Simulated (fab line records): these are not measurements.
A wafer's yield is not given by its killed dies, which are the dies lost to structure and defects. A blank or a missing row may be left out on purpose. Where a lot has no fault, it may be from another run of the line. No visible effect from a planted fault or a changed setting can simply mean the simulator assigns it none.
Which tool is to blame? ; flow gf180mcu ; 12 lots, 36 wafers sampled, at 4 steps of a route of 602

== WHAT THE GAUGES SHOWED, per wafer ==
GF_CONTACT_THK_MEAS_03. Usual: CONTACT_CVD_02_THK 862 nm, standard deviation 11.
lot;measured;on;CONTACT_CVD_02_THK (nm);flag
L182;day 15 14:31;filmMetro-03;856 870 859;
L183;day 16 01:20;filmMetro-02;883 868 880;
L184;day 16 09:59;filmMetro-02;860 873 867;
L186;day 16 22:37;filmMetro-02;851 875 869;
L187;day 17 04:43;filmMetro-03;853 871 865;
L188;day 17 15:09;filmMetro-03;861 863 862;
L190;day 18 06:24;filmMetro-03;851 863 874;
L192;day 18 23:35;filmMetro-01;855 867 878;
L193;day 18 23:43;filmMetro-01;846 849 860;
L194;day 20 01:08;filmMetro-02;860 871 870;
L197;day 20 23:31;filmMetro-01;860 861 880;
L200;day 22 11:26;filmMetro-02;857 853 864;

GF_CONTACT_BOW_MEAS_05. Usual: CONTACT_BOW 66 um, standard deviation 6.5.
lot;measured;on;CONTACT_BOW (um);flag
L182;day 15 14:55;filmMetro-03;66 73 66;
L183;day 16 01:42;filmMetro-01;72 51 72;
L184;day 16 10:21;filmMetro-02;75 74 80;
L186;day 16 22:59;filmMetro-02;79 53 55;
L187;day 17 05:05;filmMetro-02;66 69 64;
L188;day 17 15:31;filmMetro-03;67 70 77;
L190;day 18 06:46;filmMetro-02;63 64 55;
L192;day 18 23:58;filmMetro-02;68 55 55;
L193;day 19 00:05;filmMetro-03;65 72 62;
L194;day 20 01:29;filmMetro-01;77 69 74;
L197;day 20 23:52;filmMetro-02;65 63 67;
L200;day 22 11:48;filmMetro-02;61 71 73;

GF_V1_THK_MEAS_03. Usual: V1_CVD_02_THK 854 nm, standard deviation 12.
lot;measured;on;V1_CVD_02_THK (nm);flag
L182;day 17 12:58;filmMetro-03;875 846 851;
L183;day 18 01:12;filmMetro-03;842 850 861;
L184;day 18 09:43;filmMetro-03;856 868 864;
L186;day 18 23:15;filmMetro-03;870 867 880;
L187;day 19 04:57;filmMetro-04;843 865 863;
L188;day 19 16:21;filmMetro-04;836 852 828;
L190;day 20 08:09;filmMetro-04;858 866 874;
L192;day 21 02:20;filmMetro-03;861 877 892;
L193;day 21 03:00;filmMetro-02;851 845 867;
L194;day 22 03:39;filmMetro-03;839 853 860;
L197;day 23 01:00;filmMetro-03;969 853 872;OFF
L200;day 24 11:28;filmMetro-04;950 839 977;OFF

== WHAT TOOL EACH LOT RAN ON (gives the tool, then ch and the chambers of the sampled wafers, and finally the start) ==
lot;GF_V1_CVD_02
L182;pecvd-04 ch 0,1,2, day 17 12:54
L183;pecvd-02 ch 0,1, day 18 01:08
L184;pecvd-04 ch 0,2, day 18 09:36
L186;pecvd-04 ch 1,2, day 18 23:10
L187;pecvd-01 ch 0,1, day 19 04:53
L188;pecvd-04 ch 0,1,2, day 19 16:17
L190;pecvd-04 ch 0,2, day 20 08:04
L192;pecvd-04 ch 0,2, day 21 02:15
L193;pecvd-01 ch 0,1,2, day 21 02:55
L194;pecvd-01 ch 0,2, day 22 03:35
L197;pecvd-01 ch 0,2, day 23 00:56
L200;pecvd-01 ch 0,1, day 24 11:22
- GF_V1_CVD_02: deposits SiO2 from TEOS, target thk 850 nm, time 94.851 s.

== AS READ BY THE TOOLS THEMSELVES (means over the sampled wafers that have a number; for cases with no such wafer, the mark the record gives instead) ==
GF_V1_CVD_02. Usual: heaterPowerW 605 W, standard deviation 93; runLengthS 122.7 s, standard deviation 0.55.
lot;tool;heaterPowerW (W);runLengthS (s);flag
L182;pecvd-04;639;122.7;
L183;pecvd-02;745;122.9;
L184;pecvd-04;592;122.4;
L186;pecvd-04;653;122.8;
L187;pecvd-01;619;123.4;
L188;pecvd-04;609;122.7;
L190;pecvd-04;627;122.7;
L192;pecvd-04;640;122.5;
L193;pecvd-01;557;122.8;
L194;pecvd-01;605;123.5;
L197;pecvd-01;544;127.3;OFF
L200;pecvd-01;579;131.7;OFF

== THE ANSWER, worked out from the rows above alone ==
Rule: a lot is off if the mean of its wafers that have a number lies more than 3 standard deviations from the usual mean. Also off: a lot with no number at a reading for which 4 or more lots have one. Any other lot the step has rows for is counted as sound. After the gauges, taken in route order, come the tools' own readings; for these a lot's mean is taken, as printed above. The first step at which some lot is off is used, and at that step the reading that is off furthest; a lot without a number counts as furthest.
Off: at GF_V1_THK_MEAS_03 (V1_CVD_02_THK), L197, L200.
A tool fits if, at a process step before that reading, it ran every lot that is off, and no sound lot after the first of them. Not tried: the gauges at GF_V1_THK_MEAS_03; whatever is off there is also off at GF_V1_CVD_02, on other tools, and gauge error can't account for it. One candidate fits, namely pecvd-01 at GF_V1_CVD_02. A fault onset in the window from L194 (day 22 03:35, its last sound lot) to L197 (day 23 00:56, its first lot off) fits.
On the lots that are off, the tool's own readings at GF_V1_CVD_02 differ by more than 5 times the standard deviation of the sound lots' means, which bears it out; runLengthS reads 129.5 s there versus 122.8 s on the sound lots.

== WHAT THE SIMULATOR HAD INSERTED ==
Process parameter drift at GF_V1_CVD_02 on pecvd-01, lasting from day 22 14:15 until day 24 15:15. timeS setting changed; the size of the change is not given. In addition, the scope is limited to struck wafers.
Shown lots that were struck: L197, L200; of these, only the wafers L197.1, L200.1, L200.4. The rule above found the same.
